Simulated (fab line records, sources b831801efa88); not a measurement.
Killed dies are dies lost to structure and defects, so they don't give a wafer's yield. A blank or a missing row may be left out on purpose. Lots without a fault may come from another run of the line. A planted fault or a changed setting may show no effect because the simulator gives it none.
fab line records | flow sky130
record lots=5 wafers=15 last_day=50
route steps=708 shown RES_XHIGH@338 SD_N@342 SD_P@359 SALICIDE@361 LI_CONTACT@362
lots that met no fault: from a run of the same line without faults
start_h: hours from the record's first day to the start of the lot's first wafer shown | wait_h: hours since the lot's step before | " the same as in the row above | L1.1+2: a row that stands for several wafers | - no value, or no start given | * or withheld: withheld | < > ~ a bound
route shown NAME@n: a module of which the file shows steps, and the number in the route of the first | usual: mean/standard deviation of fault-free wafers | same: alike in all rows | chamber/n: place in a boat | sites: the reading at each site | _std_site: their standard deviation | _edge_site: outer sites' mean less inner sites' | radius_mm: how far each site lies from the wafer's centre | mask NAME#n: copy n | behind: the tool/chamber that last shaped the wafer | hold: why the lot was held/for how many hours/how that ended | device: the transistor (n, p or np) that didn't switch | end of line: the same wafers' tests at the end of the route | a step without rows: its recipe alone | killed: dies lost to structure and defects at the first sort, not the wafer's yield | map: a wafer's dies, x killed, . not, _ none there
set.NAME: the setting as run; set.NAME@STEP: as run at that earlier step | model.NAME: the simulator's own value behind a step, which no gauge read
lots at some steps of the route; a table a step, a row a wafer
services: from which hour (start_h, from the record's first day; less than 0 if before it) a tool's chamber was out of use, for how many hours, and why
## steps
# step SKY_RES_XHIGH_DEVELOP_06
# recipe resist=NOVOLAK developer=TMAH develop_time_s=60 dev_temp_c=23
# columns lot.wafer tool chamber start_h wait_h
L076.1+5+6 litho_track-02 0 633.82 0.1
L084.1+2+4 litho_track-02 0 696.22 0.1
L086.2+4+5 litho_track-03 0 716.97 0.1
L090.3+4+6 litho_track-03 0 743.60 0.1
L095.2+3+5 litho_track-02 0 780.64 0.1
# step SKY_RES_XHIGH_IMPLANT_07
# recipe species=BF2 energy_kev=20 dose_cm2=3.552e+14 tilt_deg=0
# columns lot.wafer tool chamber start_h wait_h
L076.1+5+6 implanter-01 0 633.97 0.1
L084.1+2+4 implanter-01 0 696.37 0.1
L086.2+4+5 implanter-04 0 717.12 0.1
L090.3+4+6 implanter-01 0 743.79 0.2
L095.2+3+5 implanter-03 0 780.79 0.1
# step SKY_RES_XHIGH_STRIP_08
# recipe chemistry=O2/N2 power_w=1400 pressure_mtorr=1500 platen_temp_c=withheld o2_flow_sccm=3000 n2_flow_sccm=300 overash_fraction=0.5
# usual drypump_motor_current_A=5.5/0.47 oes_product_au=0.711/0.0045 strip_time_to_endpoint_s=14.25/0.037
# same overash_fraction=0.5
# columns lot.wafer tool chamber start_h wait_h drypump_motor_current_A oes_product_au rf_hours_counter_h strip_time_to_endpoint_s
L076.1 plasma_asher-02 0 634.12 0.1 5.8 0.707 96 14.27
L076.5 " 1 " " 4.7 0.703 - 14.27
L076.6 " 0 " " 5.9 0.709 - 14.20
L084.1 plasma_asher-04 1 696.52 0.1 5.1 0.712 85 14.30
L084.2 " 0 " " 5.6 0.704 85 14.28
L084.4 " 0 " " 5.6 0.708 - 14.32
L086.2 plasma_asher-04 1 717.25 0.1 5.0 0.708 87 14.22
L086.4 " 0 " " 5.6 0.717 - 14.29
L086.5 " 0 " " 5.6 0.710 - 14.26
L090.3 plasma_asher-03 1 743.93 0.1 5.5 0.711 - 14.25
L090.4 " 0 " " 6.0 0.706 - 14.22
L090.6 " 0 " " 6.0 0.710 - 14.27
L095.2 plasma_asher-03 1 780.92 0.1 5.6 0.704 34 14.18
L095.3 " 0 " " 6.0 0.715 - 14.21
L095.5 " 0 " " 6.0 0.722 - 14.21
# step SKY_RES_XHIGH_TW_MEAS_09
# usual RES_XHIGH_TW=1626/13
# columns lot.wafer tool chamber start_h wait_h RES_XHIGH_TW
L076.1 film_metro-01 - 634.22 0.1 1639
L076.5 " - " " 1640
L076.6 " - " " 1636
L084.1 film_metro-02 - 696.62 0.1 1628
L084.2 " - " " 1631
L084.4 " - " " 1641
L086.2 film_metro-03 - 717.36 0.1 1619
L086.4 " - " " 1614
L086.5 " - " " 1617
L090.3 film_metro-01 - 744.01 0.1 1644
L090.4 " - " " 1644
L090.6 " - " " 1639
L095.2 film_metro-01 - 781.03 0.1 1630
L095.3 " - " " 1636
L095.5 " - " " 1635
# step SKY_SD_N_DEHYDRATE_00
# recipe temp_c=200 time_s=60
# same time_s=60
# columns lot.wafer tool chamber start_h wait_h
L076.1+5+6 litho_track-04 0 647.29 13.1
L084.1+2+4 litho_track-04 0 709.79 13.2
L086.2+4+5 litho_track-04 0 729.87 12.5
L090.3+4+6 litho_track-01 0 756.99 13.0
L095.2+3+5 litho_track-01 0 793.32 12.3
# step SKY_SD_N_HMDS_01
# recipe prime_time_s=60 prime_temp_c=120
# columns lot.wafer tool chamber start_h wait_h
L076.1+5+6 litho_track-04 0 647.44 0.1
L084.1+2+4 litho_track-04 0 709.94 0.1
L086.2+4+5 litho_track-04 0 730.02 0.1
L090.3+4+6 litho_track-01 0 757.14 0.1
L095.2+3+5 litho_track-01 0 793.47 0.1
# step SKY_SD_N_COAT_02
# recipe resist=NOVOLAK spin_rpm=3000 resist_thk_nm=1140
# columns lot.wafer tool chamber start_h wait_h
L076.1+5+6 litho_track-04 0 647.59 0.1
L084.1+2+4 litho_track-04 0 710.09 0.1
L086.2+4+5 litho_track-04 0 730.17 0.1
L090.3+4+6 litho_track-01 0 757.29 0.1
L095.2+3+5 litho_track-01 0 793.62 0.1
# step SKY_SD_N_SOFTBAKE_03
# recipe temp_c=90 time_s=60 resist=NOVOLAK
# same time_s=60
# columns lot.wafer tool chamber start_h wait_h
L076.1+5+6 litho_track-04 0 647.74 0.1
L084.1+2+4 litho_track-04 0 710.24 0.1
L086.2+4+5 litho_track-04 0 730.32 0.1
L090.3+4+6 litho_track-01 0 757.44 0.1
L095.2+3+5 litho_track-01 0 793.77 0.1
# step SKY_SD_N_EXPOSE_04
# recipe mask_id=NSDM na=0.6 source_shape=conventional sigma_outer=0.6 polarization=unpolarized target_cd_nm=380 dose_mj=141
# same sigma_outer=0.6
# columns lot.wafer tool chamber start_h wait_h mask
L076.1+5+6 iline_stepper-02 0 - - NSDM#0
L084.1+2+4 iline_stepper-02 0 - - NSDM#0
L086.2+4+5 iline_stepper-01 0 - - NSDM#0
L090.3+4+6 iline_stepper-02 0 - - NSDM#0
L095.2+3+5 iline_stepper-02 0 - - NSDM#0
# step SKY_SD_N_PEB_05
# recipe temp_c=withheld time_s=* resist=NOVOLAK
# same time_s=*
# columns lot.wafer tool chamber start_h wait_h
L076.1+5+6 litho_track-03 0 - -
L084.1+2+4 litho_track-04 0 - -
L086.2+4+5 litho_track-03 0 - -
L090.3+4+6 litho_track-04 0 - -
L095.2+3+5 litho_track-03 0 - -
# step SKY_SD_N_DEVELOP_06
# recipe resist=NOVOLAK developer=TMAH develop_time_s=60 dev_temp_c=23
# columns lot.wafer tool chamber start_h wait_h
L076.1+5+6 litho_track-03 0 661.40 0.1
L084.1+2+4 litho_track-04 0 723.99 0.1
L086.2+4+5 litho_track-03 0 743.27 0.1
L090.3+4+6 litho_track-04 0 770.89 0.1
L095.2+3+5 litho_track-03 0 806.87 0.1
# step SKY_SD_N_CD_MEAS_07
# recipe target_cd_nm=380
# usual cd_nm=380.5/2.3
# columns lot.wafer tool chamber start_h wait_h cd_nm
L076.1 cd_sem-01 - 661.55 0.1 378.2
L076.5 " - " " 376.0
L076.6 " - " " 380.1
L084.1 cd_sem-02 - 724.14 0.1 379.6
L084.2 " - " " 382.3
L084.4 " - " " 381.0
L086.2 cd_sem-02 - 743.42 0.1 381.9
L086.4 " - " " 380.5
L086.5 " - " " 382.8
L090.3 cd_sem-02 - 771.03 0.1 377.0
L090.4 " - " " 376.8
L090.6 " - " " 376.4
L095.2 cd_sem-02 - 807.02 0.1 383.4
L095.3 " - " " 385.2
L095.5 " - " " 381.2
# step SKY_SD_N_OVL_MEAS_08
# usual SD_N_OVL=0.5/1.3
# columns lot.wafer tool chamber start_h wait_h SD_N_OVL[nm]
L076.1 overlay-01 - 661.67 0.1 0.2
L076.5 " - " " 0.8
L076.6 " - " " 1.7
L084.1 overlay-02 - 724.26 0.1 -0.3
L084.2 " - " " 3.5
L084.4 " - " " 0.4
L086.2 overlay-02 - 743.52 0.1 1.3
L086.4 " - " " 0.6
L086.5 " - " " 0.9
L090.3 overlay-01 - 771.12 0.1 -1.4
L090.4 " - " " -0.9
L090.6 " - " " -0.1
L095.2 overlay-02 - 807.12 0.1 1.6
L095.3 " - " " 2.3
L095.5 " - " " 1.0
# step SKY_SD_N_IMPLANT_09
# recipe species=As energy_kev=50 dose_cm2=4e+15 tilt_deg=0
# columns lot.wafer tool chamber start_h wait_h
L076.1+5+6 implanter-01 0 661.70 0.0
L084.1+2+4 implanter-04 0 724.30 0.0
L086.2+4+5 implanter-04 0 743.58 0.0
L090.3+4+6 implanter-01 0 771.20 0.1
L095.2+3+5 implanter-01 0 807.18 0.0
# step SKY_SD_N_IMPLANT_10
# recipe species=P energy_kev=20 dose_cm2=1e+14 tilt_deg=0
# columns lot.wafer tool chamber start_h wait_h
L076.1+5+6 implanter-01 0 661.85 0.1
L084.1+2+4 implanter-04 0 724.45 0.1
L086.2+4+5 implanter-04 0 743.73 0.1
L090.3+4+6 implanter-01 0 771.35 0.1
L095.2+3+5 implanter-01 0 807.33 0.1
# step SKY_SD_N_STRIP_11
# recipe chemistry=O2/N2 power_w=1400 pressure_mtorr=1500 platen_temp_c=withheld o2_flow_sccm=3000 n2_flow_sccm=300 overash_fraction=0.5
# usual drypump_motor_current_A=5.4/0.4 oes_product_au=0.527/0.0041 strip_time_to_endpoint_s=22.53/0.034
# same overash_fraction=0.5
# columns lot.wafer tool chamber start_h wait_h drypump_motor_current_A oes_product_au rf_hours_counter_h strip_time_to_endpoint_s
L076.1 plasma_asher-01 1 662.00 0.1 5.5 0.526 55 22.56
L076.5 " 0 " " 5.5 0.530 - 22.48
L076.6 " 1 " " 5.5 0.535 - 22.52
L084.1 plasma_asher-04 1 724.60 0.1 5.1 0.524 88 22.48
L084.2 " 0 " " 5.6 0.525 88 22.46
L084.4 " 0 " " 5.6 0.524 - 22.49
L086.2 plasma_asher-02 0 743.85 0.1 5.8 0.534 0 22.48
L086.4 " 1 " " 4.7 0.527 - 22.47
L086.5 " 0 " " 5.9 0.524 - 22.51
L090.3 plasma_asher-02 1 771.48 0.1 4.7 0.524 - 22.54
L090.4 " 0 " " 5.9 0.534 - 22.55
L090.6 " 0 " " 5.8 0.524 - 22.55
L095.2 plasma_asher-04 1 807.45 0.1 5.0 0.529 96 22.55
L095.3 " 0 " " 5.6 0.530 - 22.57
L095.5 " 0 " " 5.6 0.528 - 22.56
# step SKY_SD_N_TW_MEAS_12
# usual SD_N_TW=3956/28
# columns lot.wafer tool chamber start_h wait_h SD_N_TW
L076.1 film_metro-02 - 662.10 0.1 3969
L076.5 " - " " 3984
L076.6 " - " " 3978
L084.1 film_metro-03 - 724.70 0.1 3967
L084.2 " - " " 3976
L084.4 " - " " 3962
L086.2 film_metro-03 - 743.96 0.1 3951
L086.4 " - " " 3957
L086.5 " - " " 3953
L090.3 film_metro-03 - 771.57 0.1 3937
L090.4 " - " " 3933
L090.6 " - " " 3918
L095.2 film_metro-03 - 807.56 0.1 3932
L095.3 " - " " 3920
L095.5 " - " " 3942
# step SKY_SD_N_CLEAN_13
# recipe chemistry=SC1/SC2 mix=1:4:20 temp_c=70 time_s=150 dry=n2_spin
# same time_s=150
# columns lot.wafer tool chamber start_h wait_h
L076.1+5+6 wet_bench-03 2 662.16 0.1
L084.1+2+4 wet_bench-03 2 724.76 0.1
L086.2+4+5 wet_bench-02 2 744.01 0.0
L090.3+4+6 wet_bench-02 2 771.61 0.0
L095.2+3+5 wet_bench-02 3 807.61 0.0
# step SKY_SD_N_RTA_14
# recipe temp_c=1075 time_s=2 idle_temp_c=650 ramp_up_c_per_s=150 ramp_down_c_per_s=90 ambient=N2
# usual lamp_power_pct=15.74/0.052 ramp_down_c_per_s=90.002/0.018 wafer_temp_C_max=1078.1/1.5
# same time_s=2
# columns lot.wafer tool chamber start_h wait_h lamp_power_pct ramp_down_c_per_s wafer_temp_C_max
L076.1 rtp_anneal-02 0 662.21 0.0 15.73 90.005 1077.7
L076.5 " 0 " " 15.84 89.970 1077.6
L076.6 " 0 " " 15.64 90.028 1079.2
L084.1 rtp_anneal-02 0 724.81 0.0 15.68 90.028 1076.2
L084.2 " 0 " " 15.73 90.027 1080.4
L084.4 " 0 " " 15.75 89.983 1078.7
L086.2 rtp_anneal-02 0 744.08 0.0 15.81 90.013 1081.0
L086.4 " 0 " " 15.81 90.004 1079.6
L086.5 " 0 " " 15.75 90.028 1075.4
L090.3 rtp_anneal-02 0 771.68 0.0 15.82 89.993 1079.3
L090.4 " 0 " " 15.86 90.023 1077.6
L090.6 " 0 " " 15.76 89.970 1078.5
L095.2 rtp_anneal-01 0 807.67 0.0 15.73 89.996 1077.7
L095.3 " 0 " " 15.74 90.006 1077.3
L095.5 " 0 " " 15.72 90.010 1078.1
# step SKY_SD_N_RS_MEAS_16
# recipe thk_meas_gauge=four-point-probe
# usual SD_N_RS=68.57/0.11
# columns lot.wafer tool chamber start_h wait_h SD_N_RS[ohm/sq]
L076.1 film_metro-03 - 662.39 0.1 68.73
L076.5 " - " " 68.53
L076.6 " - " " 68.60
L084.1 film_metro-02 - 724.98 0.1 68.84
L084.2 " - " " 68.70
L084.4 " - " " 68.66
L086.2 film_metro-03 - 744.26 0.1 68.49
L086.4 " - " " 68.67
L086.5 " - " " 68.44
L090.3 film_metro-01 - 771.88 0.1 68.59
L090.4 " - " " 68.67
L090.6 " - " " 68.64
L095.2 film_metro-03 - 807.86 0.1 68.56
L095.3 " - " " 68.45
L095.5 " - " " 68.52
# step SKY_SD_N_RS_MEAS_17
# recipe thk_meas_gauge=four-point-probe
# usual SD_P_RS=147.0/0.39
# columns lot.wafer tool chamber start_h wait_h SD_P_RS[ohm/sq]
L076.1 film_metro-03 - 662.51 0.1 146.9
L076.5 " - " " 147.3
L076.6 " - " " 147.3
L084.1 film_metro-02 - 725.10 0.1 147.5
L084.2 " - " " 147.7
L084.4 " - " " 147.4
L086.2 film_metro-03 - 744.38 0.1 146.5
L086.4 " - " " 146.6
L086.5 " - " " 146.6
L090.3 film_metro-01 - 772.00 0.1 147.9
L090.4 " - " " 147.9
L090.6 " - " " 147.6
L095.2 film_metro-03 - 807.98 0.1 146.8
L095.3 " - " " 146.9
L095.5 " - " " 146.6
# step SKY_SD_N_RS_MEAS_18
# recipe thk_meas_gauge=four-point-probe
# usual RES_XHIGH_RS=337.0/1.2
# columns lot.wafer tool chamber start_h wait_h RES_XHIGH_RS[ohm/sq]
L076.1 film_metro-03 - 662.63 0.1 336.0
L076.5 " - " " 336.1
L076.6 " - " " 337.9
L084.1 film_metro-02 - 725.22 0.1 336.1
L084.2 " - " " 337.3
L084.4 " - " " 336.2
L086.2 film_metro-03 - 744.50 0.1 338.4
L086.4 " - " " 336.5
L086.5 " - " " 338.9
L090.3 film_metro-01 - 772.12 0.1 336.1
L090.4 " - " " 336.2
L090.6 " - " " 336.2
L095.2 film_metro-03 - 808.10 0.1 337.6
L095.3 " - " " 339.0
L095.5 " - " " 338.6
# step SKY_SALICIDE_CLEAN_00
# recipe chemistry=HF-last time_s=30 dilution=100:1 dry=ipa_marangoni
# same time_s=30
# columns lot.wafer tool chamber start_h wait_h
L076.1+5+6 wet_bench-01 1 662.75 0.1
L084.1+2+4 wet_bench-01 0 725.34 0.1
L086.2+4+5 wet_bench-03 2 744.60 0.1
L090.3+4+6 wet_bench-01 1 772.20 0.1
L095.2+3+5 wet_bench-01 3 808.20 0.1
# step SKY_LI_CONTACT_HDPCVD_00
# recipe material=PSG target_thk_nm=930 sigma_open_frac=0.3 time_s=155 temp_c=600 sih4_flow_sccm=60 pressure_mtorr=6
# usual sih4_flow_sccm=59.99/0.2
# same time_s=155
# columns lot.wafer tool chamber start_h wait_h sih4_flow_sccm
L076.1 hdpcvd-01 2 662.76 0.0 59.91
L076.5 " 1 " " 60.15
L076.6 " 2 " " 60.23
L084.1 hdpcvd-01 1 725.36 0.0 59.88
L084.2 " 0 " " 59.69
L084.4 " 2 " " 59.65
L086.2 hdpcvd-01 2 744.62 0.0 59.77
L086.4 " 2 " " 60.16
L086.5 " 1 " " 59.83
L090.3 hdpcvd-02 0 772.21 0.0 60.12
L090.4 " 0 " " 59.95
L090.6 " 1 " " 59.82
L095.2 hdpcvd-02 1 808.21 0.0 60.18
L095.3 " 0 " " 60.04
L095.5 " 1 " " 60.00
# step SKY_LI_CONTACT_THK_MEAS_01
# recipe reads=PSG_of_LI_CONTACT_HDPCVD_00
# usual LI_CONTACT_HDPCVD_THK=938/9.5
# columns lot.wafer tool chamber start_h wait_h LI_CONTACT_HDPCVD_THK[nm]
L076.1 film_metro-01 - 662.87 0.1 941
L076.5 " - " " 926
L076.6 " - " " 932
L084.1 film_metro-03 - 725.46 0.1 942
L084.2 " - " " 936
L084.4 " - " " 942
L086.2 film_metro-01 - 744.73 0.1 944
L086.4 " - " " 939
L086.5 " - " " 947
L090.3 film_metro-02 - 772.34 0.1 960
L090.4 " - " " 945
L090.6 " - " " 942
L095.2 film_metro-01 - 808.33 0.1 941
L095.3 " - " " 950
L095.5 " - " " 944
# step SKY_LI_CONTACT_CMP_02
# recipe material=PSG down_force_psi=4 platen_rpm=60 pad_velocity_m_s=0.94248
# usual motor_current_A=11.6/1 retaining_ring_pressure_frac=1.000/0.0047 time_to_endpoint_s=32.0/2.7
# columns lot.wafer tool chamber start_h wait_h motor_current_A retaining_ring_pressure_frac time_to_endpoint_s
L076.1 cmp-02 1 663.08 0.2 10.9 1.002 32.5
L076.5 " 2 " " 10.9 1.002 31.6
L076.6 " 3 " " 13.5 0.993 34.3
L084.2 cmp-02 1 725.81 0.3 10.4 1.003 30.5
L084.1 " 3 " " 13.4 1.002 32.8
L084.4 " 0 " " 11.2 1.007 33.1
L086.2 cmp-01 0 744.78 0.0 12.5 0.997 29.9
L086.4 " 3 " " 12.3 1.000 33.9
L086.5 " 0 " " 11.6 0.994 32.1
L090.3 cmp-01 2 772.38 0.0 13.1 1.008 32.6
L090.4 " 0 " " 12.4 0.998 32.1
L090.6 " 2 " " 12.6 1.008 31.1
L095.2 cmp-02 2 808.43 0.1 10.7 1.002 33.5
L095.3 " 0 " " 11.5 1.004 36.7
L095.5 " 1 " " 10.6 0.996 34.8
# step SKY_LI_CONTACT_BOW_MEAS_03
# recipe mode=bow
# usual LI_CONTACT_BOW=55/6
# columns lot.wafer tool chamber start_h wait_h LI_CONTACT_BOW[um]
L076.1 film_metro-02 - 663.23 0.1 59
L076.5 " - " " 48
L076.6 " - " " 55
L084.1 film_metro-02 - 726.11 0.1 55
L084.2 " - " " 52
L084.4 " - " " 60
L086.2 film_metro-02 - 745.10 0.3 64
L086.4 " - " " 59
L086.5 " - " " 49
L090.3 film_metro-02 - 772.72 0.3 61
L090.4 " - " " 54
L090.6 " - " " 53
L095.2 film_metro-03 - 808.70 0.2 58
L095.3 " - " " 64
L095.5 " - " " 61
# step SKY_LI_CONTACT_DEHYDRATE_04
# recipe temp_c=200 time_s=60
# same time_s=60
# columns lot.wafer tool chamber start_h wait_h
L076.1+5+6 litho_track-04 0 676.44 13.2
L084.1+2+4 litho_track-01 0 738.84 12.7
L086.2+4+5 litho_track-02 0 758.19 13.1
L090.3+4+6 litho_track-01 0 785.64 12.9
L095.2+3+5 litho_track-04 0 820.97 12.3
# step SKY_LI_CONTACT_HMDS_05
# recipe prime_time_s=60 prime_temp_c=120
# columns lot.wafer tool chamber start_h wait_h
L076.1+5+6 litho_track-04 0 676.59 0.1
L084.1+2+4 litho_track-01 0 738.99 0.1
L086.2+4+5 litho_track-02 0 758.34 0.1
L090.3+4+6 litho_track-01 0 785.79 0.1
L095.2+3+5 litho_track-04 0 821.12 0.1
# step SKY_LI_CONTACT_COAT_06
# recipe resist=BARC temp_c=withheld time_s=withheld spin_rpm=3000 resist_thk_nm=60
# columns lot.wafer tool chamber start_h wait_h
L076.1+5+6 litho_track-04 0 676.74 0.1
L084.1+2+4 litho_track-01 0 739.14 0.1
L086.2+4+5 litho_track-02 0 758.49 0.1
L090.3+4+6 litho_track-01 0 785.94 0.1
L095.2+3+5 litho_track-04 0 821.27 0.1
# step SKY_LI_CONTACT_COAT_07
# recipe resist=KrF-thick spin_rpm=3000 resist_thk_nm=450
# columns lot.wafer tool chamber start_h wait_h
L076.1+5+6 litho_track-04 0 - -
L084.1+2+4 litho_track-01 0 - -
L086.2+4+5 litho_track-02 0 - -
L090.3+4+6 litho_track-01 0 - -
L095.2+3+5 litho_track-04 0 - -
# step SKY_LI_CONTACT_SOFTBAKE_08
# recipe temp_c=100 time_s=90 resist=KrF-thick
# same time_s=90
# columns lot.wafer tool chamber start_h wait_h
L076.1+5+6 litho_track-04 0 - -
L084.1+2+4 litho_track-01 0 - -
L086.2+4+5 litho_track-02 0 - -
L090.3+4+6 litho_track-01 0 - -
L095.2+3+5 litho_track-04 0 - -
# step SKY_LI_CONTACT_EXPOSE_09
# recipe mask_id=LICM1 na=0.8 source_shape=annular sigma_inner=0.55 sigma_outer=0.85 target_cd_nm=170 dose_mj=38
# same sigma_outer=0.85
# columns lot.wafer tool chamber start_h wait_h mask
L076.1+5+6 krf_scanner-01 0 - - LICM1#0
L084.1+2+4 krf_scanner-02 0 - - LICM1#0
L086.2+4+5 krf_scanner-02 0 - - LICM1#0
L090.3+4+6 krf_scanner-02 0 - - LICM1#0
L095.2+3+5 krf_scanner-02 0 - - LICM1#0
# step SKY_LI_CONTACT_PEB_10
# recipe peb_temp_c=withheld peb_time_s=withheld resist=KrF-thick
# columns lot.wafer tool chamber start_h wait_h
L076.1+5+6 litho_track-04 0 - -
L084.1+2+4 litho_track-01 0 - -
L086.2+4+5 litho_track-02 0 - -
L090.3+4+6 litho_track-04 0 - -
L095.2+3+5 litho_track-01 0 - -
# step SKY_LI_CONTACT_DEVELOP_11
# recipe develop_time_s=60 resist=KrF-thick dev_temp_c=21
# columns lot.wafer tool chamber start_h wait_h
L076.1+5+6 litho_track-04 0 - -
L084.1+2+4 litho_track-01 0 - -
L086.2+4+5 litho_track-02 0 - -
L090.3+4+6 litho_track-04 0 - -
L095.2+3+5 litho_track-01 0 - -
# step SKY_LI_CONTACT_CD_MEAS_12
# recipe target_cd_nm=170
# usual cd_nm=169.9/1.4
# columns lot.wafer tool chamber start_h wait_h cd_nm
L076.1 cd_sem-02 - 690.99 - 169.1
L076.5 " - " " 170.8
L076.6 " - " " 168.2
L084.1 cd_sem-01 - 753.04 - 169.5
L084.2 " - " " 170.0
L084.4 " - " " 168.8
L086.2 cd_sem-02 - 772.29 - 170.3
L086.4 " - " " 169.6
L086.5 " - " " 171.0
L090.3 cd_sem-01 - 799.18 - 169.9
L090.4 " - " " 169.9
L090.6 " - " " 168.6
L095.2 cd_sem-01 - 834.96 - 170.8
L095.3 " - " " 170.3
L095.5 " - " " 170.8
# step SKY_LI_CONTACT_OVL_MEAS_13
# usual LI_CONTACT_OVL=0/4.9
# columns lot.wafer tool chamber start_h wait_h LI_CONTACT_OVL[nm]
L076.1 overlay-02 - 691.11 0.1 0
L076.5 " - " " 6
L076.6 " - " " 1
L084.1 overlay-01 - 753.16 0.1 -2
L084.2 " - " " 3
L084.4 " - " " -3
L086.2 overlay-02 - 772.39 0.1 -3
L086.4 " - " " 5
L086.5 " - " " 5
L090.3 overlay-02 - 799.27 0.1 3
L090.4 " - " " 3
L090.6 " - " " 0
L095.2 overlay-01 - 835.07 0.1 2
L095.3 " - " " 5
L095.5 " - " " 10
# step SKY_LI_CONTACT_ETCH_14
# recipe chemistry=N2/H2 target=BARC ion_energy_ev=200 source_w=500 bias_w=100 pressure_mtorr=30 n2_flow_sccm=100 h2_flow_sccm=200 stop_on=SiO2 time_s=45.9 target_depth_a=600
# usual drypump_motor_current_A=5.5/0.37 oes_product_au=0.855/0.0048 throttle_valve_pct=13.224/0.0085
# same time_s=45.9
# columns lot.wafer tool chamber start_h wait_h drypump_motor_current_A oes_product_au rf_hours_counter_h throttle_valve_pct
L076.1 rie_diel-04 0 691.15 0.0 4.8 0.861 8 13.235
L076.5 " 1 " " 5.5 0.854 - 13.222
L076.6 " 2 " " 5.8 0.855 - 13.216
L084.1 rie_diel-02 1 753.20 0.0 5.7 0.846 13 13.214
L084.2 " 3 " " 5.0 0.858 27 13.215
L084.4 " 2 " " 5.7 0.852 1 13.228
L086.2 rie_diel-03 3 772.42 0.0 5.4 0.852 12 13.220
L086.4 " 1 " " 5.6 0.841 - 13.214
L086.5 " 3 " " 5.4 0.861 - 13.227
L090.3 rie_diel-03 2 799.30 0.0 6.1 0.857 1 13.214
L090.4 " 3 " " 5.4 0.853 13 13.209
L090.6 " 3 " " 5.4 0.856 - 13.236
L095.2 rie_diel-02 0 835.10 0.0 6.0 0.853 24 13.213
L095.3 " 2 " " 5.7 0.861 4 13.231
L095.5 " 2 " " 5.7 0.842 - 13.218
# step SKY_LI_CONTACT_ETCH_15
# recipe target=PSG chemistry=C4F8/O2/Ar stop_on=Si taper_deg=4.15 mask_material=KrF-thick source_w=1500 bias_w=1200 pressure_mtorr=40 c4f8_flow_sccm=withheld O2_flow_sccm=6 Ar_flow_sccm=300 time_s=withheld target_depth_a=6000
# usual oes_product_au=0.840/0.0049
# columns lot.wafer tool chamber start_h wait_h oes_product_au
L076.1 rie_diel-04 0 691.19 0.0 0.842
L076.5 " 1 " " 0.835
L076.6 " 2 " " 0.848
L084.1 rie_diel-02 1 753.24 0.0 0.835
L084.2 " 3 " " 0.841
L084.4 " 2 " " 0.836
L086.2 rie_diel-03 3 772.46 0.0 0.839
L086.4 " 1 " " 0.841
L086.5 " 3 " " 0.845
L090.3 rie_diel-03 2 799.34 0.0 0.828
L090.4 " 3 " " 0.831
L090.6 " 3 " " 0.833
L095.2 rie_diel-02 0 835.14 0.0 0.843
L095.3 " 2 " " 0.840
L095.5 " 2 " " 0.841
# step SKY_LI_CONTACT_STRIP_16
# recipe chemistry=O2/N2 power_w=1400 pressure_mtorr=1500 platen_temp_c=withheld o2_flow_sccm=3000 n2_flow_sccm=300 overash_fraction=0.5
# usual drypump_motor_current_A=5.5/0.41 oes_product_au=0.375/0.0044 strip_time_to_endpoint_s=3.493/0.026
# same overash_fraction=0.5
# columns lot.wafer tool chamber start_h wait_h drypump_motor_current_A oes_product_au rf_hours_counter_h strip_time_to_endpoint_s
L076.1 plasma_asher-02 1 691.28 - 4.7 0.385 102 3.541
L076.5 " 0 " " 5.9 0.382 - 3.534
L076.6 " 1 " " 4.7 0.369 - 3.559
L084.1 plasma_asher-03 0 753.33 - 6.0 0.372 31 3.466
L084.2 " 1 " " 5.6 0.370 31 3.505
L084.4 " 1 " " 5.6 0.370 - 3.485
L086.2 plasma_asher-01 1 772.55 - 5.5 0.381 66 3.485
L086.4 " 1 " " 5.5 0.380 - 3.497
L086.5 " 0 " " 5.4 0.371 - 3.461
L090.3 plasma_asher-01 0 799.46 - 5.4 0.363 - 3.504
L090.4 " 1 " " 5.5 0.373 - 3.485
L090.6 " 1 " " 5.5 0.372 - 3.486
L095.2 plasma_asher-02 1 835.23 - 4.7 0.377 9 3.511
L095.3 " 0 " " 5.9 0.378 - 3.514
L095.5 " 1 " " 4.7 0.379 - 3.506
# step SKY_LI_CONTACT_CLEAN_17
# recipe chemistry=NMP time_s=600 temp_c=60 dry=n2_spin
# same time_s=600
# columns lot.wafer tool chamber start_h wait_h
L076.1+5+6 wet_bench-01 2 691.38 0.1
L084.1+2+4 wet_bench-02 2 753.43 0.1
L086.2+4+5 wet_bench-01 0 772.65 0.1
L090.3+4+6 wet_bench-04 1 799.53 0.0
L095.2+3+5 wet_bench-02 2 835.33 0.1
# step SKY_LI_CONTACT_PRE_CLEAN_18
# recipe gas=Ar time_s=5.6 bias_v=358
# same time_s=5.6
# columns lot.wafer tool chamber start_h wait_h
L076.1+5+6 pvd_sputter-01 - 691.55 0.0
L084.1+2+4 pvd_sputter-03 - 753.60 0.0
L086.2+4+5 pvd_sputter-03 - 772.83 0.0
L090.3+4+6 pvd_sputter-01 - 799.73 0.0
L095.2+3+5 pvd_sputter-02 - 835.50 0.0
# step SKY_LI_CONTACT_SPUTTER_19
# recipe material=Ti target_thk_nm=20 chamber_pressure_pa=5 power_w=2500 substrate_temp_c=200 time_s=106.37
# usual throttle_valve_pct=30.0/0.7
# same time_s=106.37
# columns lot.wafer tool chamber start_h wait_h throttle_valve_pct
L076.1 pvd_sputter-01 - 691.57 0.0 29.2
L076.5 " - " " 31.2
L076.6 " - " " 30.9
L084.1 pvd_sputter-03 - 753.62 0.0 30.3
L084.2 " - " " 30.4
L084.4 " - " " 29.2
L086.2 pvd_sputter-03 - 772.84 0.0 30.4
L086.4 " - " " 30.4
L086.5 " - " " 29.5
L090.3 pvd_sputter-01 - 799.75 0.0 29.1
L090.4 " - " " 29.8
L090.6 " - " " 29.7
L095.2 pvd_sputter-02 - 835.52 0.0 29.2
L095.3 " - " " 29.2
L095.5 " - " " 29.7
## services
# columns tool chamber start_h hours kind
rie_diel-02 - 611.99 0.6 repair
rie_diel-02 - 621.62 2.8 pm
implanter-04 - 630.38 3.9 repair
plasma_asher-04 - 633.35 1.0 repair
krf_scanner-02 - 638.19 21.0 pm
plasma_asher-04 - 639.15 8.6 repair
iline_stepper-02 - 641.54 1.7 pm
krf_scanner-02 - 667.97 0.7 repair
krf_scanner-02 - 668.66 0.8 pm
rie_diel-02 0 675.43 5.8 repair
wet_bench-01 - 681.26 0.8 repair
krf_scanner-02 - 684.04 7.2 pm
rie_diel-02 0 696.08 2.9 repair
implanter-04 - 701.17 2.2 repair
rie_diel-03 1 702.08 55.6 repair
plasma_asher-04 - 710.25 3.0 repair
implanter-01 - 714.75 1.3 repair
krf_scanner-02 - 720.83 1.0 pm
implanter-01 - 720.88 7.3 repair
implanter-01 - 728.20 4.1 pm
plasma_asher-02 - 733.75 9.0 pm
rie_diel-02 2 734.75 6.1 repair
implanter-01 - 744.89 3.3 repair
plasma_asher-02 - 822.15 2.8 pm
## key
fault none
